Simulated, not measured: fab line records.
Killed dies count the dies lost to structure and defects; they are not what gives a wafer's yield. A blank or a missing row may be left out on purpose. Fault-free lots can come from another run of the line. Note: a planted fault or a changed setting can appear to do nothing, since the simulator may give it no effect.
What tool caused it? + flow sky130 + 10 lots, 30 wafers sampled, at 3 steps of a route of 708

## WHAT THE GAUGES READ, wafer by wafer
SKY_SONOS_ONO_THK_MEAS_01.
| lot  | measured     | on            | SONOS_ONO_OXIDATION_THK (nm) |
|------|--------------|---------------|------------------------------|
| L274 | day 12 03:16 | film metro-01 | 2.73 2.78 2.70               |
| L275 | day 12 10:31 | film metro-01 | 2.57 2.62 2.63               |
| L279 | day 14 11:08 | film metro-03 | 2.73 2.67 2.68               |
| L280 | day 14 13:44 | film metro-03 | 2.55 2.49 2.56               |
| L281 | day 14 13:45 | film metro-01 | 2.58 2.54 2.58               |
| L283 | day 15 08:09 | film metro-03 | 2.53 2.55 2.63               |
| L284 | day 15 17:01 | film metro-03 | 1.73 1.67 1.70               |
| L286 | day 16 08:35 | film metro-04 | 1.54 1.59 1.55               |
| L292 | day 19 15:18 | film metro-03 | 2.61 2.67 2.57               |
| L293 | day 19 16:40 | film metro-04 | 2.56 2.61 2.60               |

## WHAT TOOL EACH LOT RAN ON (gives the tool, then ch and the chambers of the sampled wafers, and finally the start)
| lot  | SKY_NWELL_STRIP_14                   | SKY_SONOS_ONO_OXIDATION_00    |
|------|--------------------------------------|-------------------------------|
| L274 | plasma asher-04 ch 1, day 5 05:24    | furnace-02 ch 0, day 12 01:55 |
| L275 | plasma asher-02 ch 0,1, day 5 10:18  | furnace-02 ch 0, day 12 09:10 |
| L279 | plasma asher-02 ch 0,1, day 6 21:18  | furnace-02 ch 0, day 14 09:47 |
| L280 | plasma asher-02 ch 1, day 6 23:36    | furnace-01 ch 0, day 14 12:23 |
| L281 | plasma asher-04 ch 0,1, day 7 01:17  | furnace-01 ch 0, day 14 12:23 |
| L283 | plasma asher-02 ch 0,1, day 7 12:19  | furnace-01 ch 0, day 15 06:49 |
| L284 | plasma asher-04 ch 0,1, day 7 19:23  | furnace-02 ch 0, day 15 15:38 |
| L286 | plasma asher-02 ch 0,1, day 8 05:33  | furnace-02 ch 0, day 16 07:13 |
| L292 | plasma asher-02 ch 0,1, day 10 15:52 | furnace-02 ch 0, day 19 13:57 |
| L293 | plasma asher-01 ch 0,1, day 10 16:31 | furnace-02 ch 0, day 19 15:19 |
- SKY_NWELL_STRIP_14: strips in O2/N2.
- SKY_SONOS_ONO_OXIDATION_00: stabilise 600 s, purge 300 s, target thk 2.6 nm.

## THE ANSWER, worked out from the rows above alone
Rule: usual is defined by the lots themselves. Put in order of their means at a reading, lots are off if they are a third of the lots or fewer, leave a main group of 4 or more, and stand apart from it by a gap of 3 or more times the standard deviation of the main group's means; of several such gaps the widest counts. The tables above print the reading to a certain number of digits; a main group whose means all agree to those digits is not used. A lot without any number at a reading at which 4 lots or more have one is off too. Where the step has rows for the other lots, those lots are counted as sound.
Off: L284, L286, seen at SKY_SONOS_ONO_THK_MEAS_01 (SONOS_ONO_OXIDATION_THK). The main group has a mean of 2.61 nm with a standard deviation of 0.064.
If a tool, at a process step before that reading, ran all the lots that are off and no sound lot after the first of them, it fits. Gauges at SKY_SONOS_ONO_THK_MEAS_01: tried the same way as those tools. Of those tried, none fits.

## WHAT WAS PUT IN BY THE SIMULATOR
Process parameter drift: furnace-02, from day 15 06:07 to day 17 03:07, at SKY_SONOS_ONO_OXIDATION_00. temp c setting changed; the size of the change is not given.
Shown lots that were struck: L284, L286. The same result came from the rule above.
